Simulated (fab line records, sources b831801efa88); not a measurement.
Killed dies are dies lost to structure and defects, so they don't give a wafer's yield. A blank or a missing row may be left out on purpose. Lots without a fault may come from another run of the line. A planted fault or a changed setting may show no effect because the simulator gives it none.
Chamber matching | flow gf180mcu | GF_STI_CMP_25 on cmp-02: 3 sister chambers
The step polishes, stops on Si3N4, t overpolish 33 s, target thk 524.6 nm. 14 wafers are shown with their chamber, then 6 later ones without.

WAFERS WITH THEIR CHAMBER
wafer  | chamber | motor_current_A (A) | time_to_endpoint_s (s) | overpolish_run_s (s)
L084.4 | 0       | 9.6                 | 114                    | 33.012
L084.5 | 3       | 12.7                | 117                    | 32.990
L084.6 | 0       | 9.1                 | 117                    | 32.998
L086.1 | 2       | 11.3                | 120                    | 32.997
L086.3 | 0       | 9.1                 | 116                    | 33.014
L086.4 | 3       | 12.2                | 114                    | 33.011
L090.1 | 2       | 11.6                | 121                    | 33.000
L090.4 | 3       | 13.1                | 113                    | 32.996
L090.6 | 0       | 9.8                 | 118                    | 33.001
L091.2 | 3       | 12.5                | 113                    | 33.012
L091.3 | 2       | 11.9                | 125                    | 33.003
L091.4 | 0       | 9.9                 | 120                    | 32.997
L092.1 | 0       | 9.0                 | 118                    | 32.996
L092.3 | 2       | 11.4                | 116                    | 32.991

SIGNATURES (means of the wafers above)
reading            | chamber 0 | chamber 2 | chamber 3 | scatter within a chamber
motor_current_A    | 9.417     | 11.550    | 12.625    | 0.36
time_to_endpoint_s | 117.17    | 120.50    | 114.25    | 2.57
overpolish_run_s   | 33.00300  | 32.99775  | 33.00225  | 0.00829
Rule: a wafer's distance from a chamber is the root of the sum, over the readings, of the square of ((its reading less the chamber's mean) divided by the reading's scatter). The wafer belongs to the nearest chamber; if the next one is less than 2 further off, it can't be placed. The scatter: the root of (the sum of the squares of (reading less its chamber's mean) over the shown wafers, divided by (wafers less chambers)).

WAFERS WITHOUT THEIR CHAMBER
wafer  | motor_current_A (A) | time_to_endpoint_s (s) | overpolish_run_s (s)
L092.5 | 9.5                 | 117                    | 32.998
L095.1 | 11.5                | 124                    | 33.012
L095.6 | 10.1                | 118                    | 32.991
L097.4 | 12.0                | 129                    | 32.989
L097.5 | 11.7                | 123                    | 33.000
L097.6 | 12.4                | 123                    | 33.016

WHICH CHAMBER EACH WENT THROUGH
wafer  | from the rows above     | in truth
L092.5 | 0                       | 0
L095.1 | 2                       | 2
L095.6 | can't be placed: 0 or 2 | 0
L097.4 | 2                       | 2
L097.5 | 2                       | 2
L097.6 | can't be placed: 2 or 3 | 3
Placed correctly: 4 of 6. Can't be placed from these rows: 2 (the true chamber is among the candidates in 2). Placed wrongly: 0.
